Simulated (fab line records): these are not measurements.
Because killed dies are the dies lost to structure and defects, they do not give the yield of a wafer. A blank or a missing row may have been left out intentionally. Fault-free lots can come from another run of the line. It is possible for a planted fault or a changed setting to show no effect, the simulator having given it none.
Which tool is to blame?    flow sky130    Sampling: 24 lots, 72 wafers, 4 of 708 route steps

## WHAT THE GAUGES READ, wafer by wafer
SKY_VIA3_THK_MEAS_01. Usual: VIA3_HDPCVD_THK typically reads 1649 nm, with standard deviation 20.
lot   measured      on             VIA3_HDPCVD_THK (nm)  flag
L074  day 39 05:50  film_metro-04  1657 1665 1625        
L076  day 39 12:01  film_metro-04  1649 1665 1603        
L075  day 39 14:11  film_metro-01  1648 1641 1629        
L077  day 39 17:31  film_metro-03  1628 1638 1616        
L078  day 39 22:21  film_metro-01  1624 1659 1671        
L079  day 40 03:37  film_metro-03  1649 1655 1641        
L081  day 40 16:42  film_metro-04  1618 1661 1635        
L080  day 40 22:10  film_metro-01  1650 1631 1670        
L082  day 40 22:44  film_metro-01  1618 1662 1668        
L083  day 41 08:47  film_metro-01  1686 1697 1693        
L084  day 41 17:25  film_metro-04  1660 1664 1664        
L085  day 42 01:53  film_metro-04  1619 1651 1658        
L086  day 42 04:02  film_metro-04  1638 1613 1620        
L087  day 42 08:55  film_metro-04  1648 1664 1632        
L088  day 42 13:56  film_metro-04  1640 1641 1658        
L089  day 42 21:01  film_metro-04  1655 1645 1633        
L090  day 43 07:50  film_metro-03  1650 1685 1653        
L091  day 43 08:36  film_metro-03  1670 1662 1655        
L092  day 43 21:00  film_metro-04  1663 1652 1652        
L093  day 43 22:46  film_metro-01  1653 1647 1631        
L094  day 44 08:59  film_metro-01  1677 1652 1656        
L095  day 44 14:50  film_metro-03  1663 1670 1677        
L096  day 44 17:10  film_metro-03  1641 1649 1667        
L097  day 44 22:55  film_metro-04  1661 1651 1654        

SKY_CAP2M_RS_MEAS_03: measures by four-point-probe. Usual: CAP2M_TIN_RS typically reads 7.10 ohm/sq, with standard deviation 0.1.
lot   measured      on             CAP2M_TIN_RS (ohm/sq)  flag
L074  day 40 09:45  film_metro-02  7.10 7.06 7.11         
L076  day 40 14:36  film_metro-03  7.09 6.94 7.05         
L075  day 40 16:55  film_metro-04  7.26 7.23 7.24         
L077  day 40 19:59  film_metro-04  6.98 6.94 7.13         
L078  day 41 01:29  film_metro-02  7.12 7.16 7.17         
L079  day 41 06:38  film_metro-03  6.93 7.03 6.86         
L081  day 41 18:39  film_metro-02  7.29 7.21 7.07         
L080  day 42 00:49  film_metro-02  7.09 6.92 6.90         
L082  day 42 01:31  film_metro-02  6.93 7.09 6.93         
L083  day 42 11:03  film_metro-03  7.06 7.03 6.99         
L084  day 42 19:13  film_metro-04  7.13 7.27 7.35         
L085  day 43 04:07  film_metro-03  7.20 7.12 7.22         
L086  day 43 05:57  film_metro-03  6.99 7.10 7.00         
L087  day 43 10:21  film_metro-04  7.10 7.16 7.19         
L088  day 43 16:15  film_metro-03  7.17 7.06 7.13         
L089  day 43 22:07  film_metro-03  7.16 7.03 7.18         
L090  day 44 08:25  film_metro-02  7.14 7.02 7.07         
L091  day 44 08:58  film_metro-03  7.08 7.26 7.20         
L092  day 44 21:13  film_metro-03  7.17 7.11 7.13         
L093  day 44 23:05  film_metro-02  7.09 7.01 7.18         
L094  day 45 09:11  film_metro-04  7.16 7.23 7.20         
L095  day 45 14:22  film_metro-03  7.06 7.08 7.15         
L096  day 45 17:40  film_metro-04  7.18 7.12 7.25         
L097  day 45 23:07  film_metro-03  7.15 7.14 7.15         

## TOOL THAT RAN EACH LOT (tool first, then ch and the chambers of the sampled wafers, then the start)
lot   SKY_METAL2_SPUTTER_01         SKY_METAL3_STRIP_19
L074  pvd_sputter-04, day 34 16:51  plasma_asher-01 ch 0,1, day 39 05:04
L076  pvd_sputter-03, day 35 00:45  plasma_asher-03 ch 0,1, day 39 11:16
L075  pvd_sputter-04, day 35 02:11  plasma_asher-01 ch 0,1, day 39 13:26
L077  pvd_sputter-04, day 35 07:05  plasma_asher-03 ch 0,1, day 39 16:46
L078  pvd_sputter-01, day 35 11:02  plasma_asher-04 ch 0,1, day 39 21:35
L079  pvd_sputter-01, day 35 16:56  plasma_asher-03 ch 0,1, day 40 02:53
L081  pvd_sputter-01, day 36 07:51  plasma_asher-01 ch 0,1, day 40 15:56
L080  pvd_sputter-03, day 36 13:08  plasma_asher-01 ch 0,1, day 40 21:26
L082  pvd_sputter-01, day 36 13:28  plasma_asher-03 ch 0,1, day 40 21:58
L083  pvd_sputter-03, day 36 23:33  plasma_asher-01 ch 0,1, day 41 08:00
L084  pvd_sputter-01, day 37 09:06  plasma_asher-04 ch 0,1, day 41 16:20
L085  pvd_sputter-04, day 37 18:15  plasma_asher-01 ch 0,1, day 42 01:05
L086  pvd_sputter-03, day 37 19:48  plasma_asher-04 ch 0,1, day 42 03:14
L087  pvd_sputter-03, day 38 01:30  plasma_asher-01 ch 0,1, day 42 08:10
L088  pvd_sputter-04, day 38 07:47  plasma_asher-04 ch 0,1, day 42 13:10
L089  pvd_sputter-01, day 38 13:13  plasma_asher-01 ch 0,1, day 42 20:14
L090  pvd_sputter-03, day 39 01:10  plasma_asher-01 ch 1, day 43 06:53
L091  pvd_sputter-04, day 39 02:02  plasma_asher-03 ch 0,1, day 43 07:38
L092  pvd_sputter-04, day 39 17:21  plasma_asher-01 ch 0,1, day 43 20:14
L093  pvd_sputter-03, day 39 18:15  plasma_asher-03 ch 0, day 43 21:35
L094  pvd_sputter-04, day 40 05:36  plasma_asher-01 ch 0,1, day 44 08:11
L095  pvd_sputter-04, day 40 12:09  plasma_asher-03 ch 0,1, day 44 14:02
L096  pvd_sputter-03, day 40 14:35  plasma_asher-03 ch 0,1, day 44 16:23
L097  pvd_sputter-03, day 40 20:26  plasma_asher-03 ch 0,1, day 44 22:07
- SKY_METAL2_SPUTTER_01: material TiN, target thk 20 nm, time 16.7 s.
- SKY_METAL3_STRIP_19: strips in O2/N2.

## WHAT THE TOOLS THEMSELVES READ (means of the sampled wafers that have a number; where no wafer has one, the mark that the record gives instead)
SKY_METAL2_SPUTTER_01. Usual: chamber_pressure_pa 0.4000 Pa, standard deviation 0.00087; throttle_valve_pct 30.1 %, standard deviation 1.2.
lot   tool            chamber_pressure_pa (Pa)  throttle_valve_pct (%)  flag
L074  pvd_sputter-04  0.3998                    29.9                    
L076  pvd_sputter-03  0.4005                    30.9                    
L075  pvd_sputter-04  0.4001                    30.1                    
L077  pvd_sputter-04  0.4005                    30.7                    
L078  pvd_sputter-01  0.4003                    30.6                    
L079  pvd_sputter-01  0.4002                    30.1                    
L081  pvd_sputter-01  0.3996                    29.0                    
L080  pvd_sputter-03  0.3999                    31.0                    
L082  pvd_sputter-01  0.3998                    30.0                    
L083  pvd_sputter-03  0.4004                    29.8                    
L084  pvd_sputter-01  0.3996                    30.1                    
L085  pvd_sputter-04  0.3983                    30.0                    
L086  pvd_sputter-03  0.4000                    28.9                    
L087  pvd_sputter-03  0.4006                    29.8                    
L088  pvd_sputter-04  0.3998                    29.9                    
L089  pvd_sputter-01  0.3999                    30.7                    
L090  pvd_sputter-03  0.4002                    30.9                    
L091  pvd_sputter-04  0.4012                    30.8                    
L092  pvd_sputter-04  0.4001                    29.9                    
L093  pvd_sputter-03  0.3998                    29.7                    
L094  pvd_sputter-04  0.4005                    30.1                    
L095  pvd_sputter-04  0.4001                    30.2                    
L096  pvd_sputter-03  0.3998                    31.5                    
L097  pvd_sputter-03  0.3993                    29.8                    

SKY_METAL3_STRIP_19. Usual: drypump_motor_current_A 6.1 A, standard deviation 0.44; oes_product_au 0.504 a.u., standard deviation 0.0063; strip_time_to_endpoint_s 6.58 s, standard deviation 0.083.
lot   tool             drypump_motor_current_A (A)  oes_product_au (a.u.)  strip_time_to_endpoint_s (s)  flag
L074  plasma_asher-01  6.3                          0.509                  6.72                          
L076  plasma_asher-03  6.2                          0.507                  6.56                          
L075  plasma_asher-01  6.3                          0.510                  6.75                          
L077  plasma_asher-03  6.2                          0.500                  6.62                          
L078  plasma_asher-04  5.8                          0.502                  6.55                          
L079  plasma_asher-03  6.0                          0.514                  6.73                          
L081  plasma_asher-01  6.3                          0.502                  6.57                          
L080  plasma_asher-01  6.0                          0.502                  6.56                          
L082  plasma_asher-03  6.0                          0.503                  6.57                          
L083  plasma_asher-01  6.4                          0.508                  6.59                          
L084  plasma_asher-04  5.7                          0.503                  6.61                          
L085  plasma_asher-01  6.0                          0.500                  6.58                          
L086  plasma_asher-04  5.7                          0.500                  6.53                          
L087  plasma_asher-01  5.9                          0.503                  6.53                          
L088  plasma_asher-04  5.8                          0.504                  6.59                          
L089  plasma_asher-01  6.3                          0.499                  6.57                          
L090  plasma_asher-01  6.7                          0.503                  6.57                          
L091  plasma_asher-03  6.1                          0.499                  6.52                          
L092  plasma_asher-01  5.9                          0.500                  6.55                          
L093  plasma_asher-03  6.3                          0.504                  6.56                          
L094  plasma_asher-01  6.3                          0.502                  6.53                          
L095  plasma_asher-03  6.2                          0.504                  6.65                          
L096  plasma_asher-03  6.0                          0.500                  6.48                          
L097  plasma_asher-03  6.2                          0.495                  6.51                          

## THE ANSWER, worked out from the rows above alone
Rule: a lot is off if the mean of its wafers that have a number lies more than 3 standard deviations from the usual mean. Also off: a lot with no number at a reading for which 4 or more lots have one. All remaining lots with rows at the step are treated as sound. Order of review: gauges by route order, followed by the tools' own readings, for which a lot's mean as printed above is used. At the first step where some lot is off, the reading lying furthest off is the one used; lots without a number count as furthest.
None of the lots is off at any reading shown; this tells nothing.

## WHAT HAD BEEN PUT IN BY THE SIMULATOR
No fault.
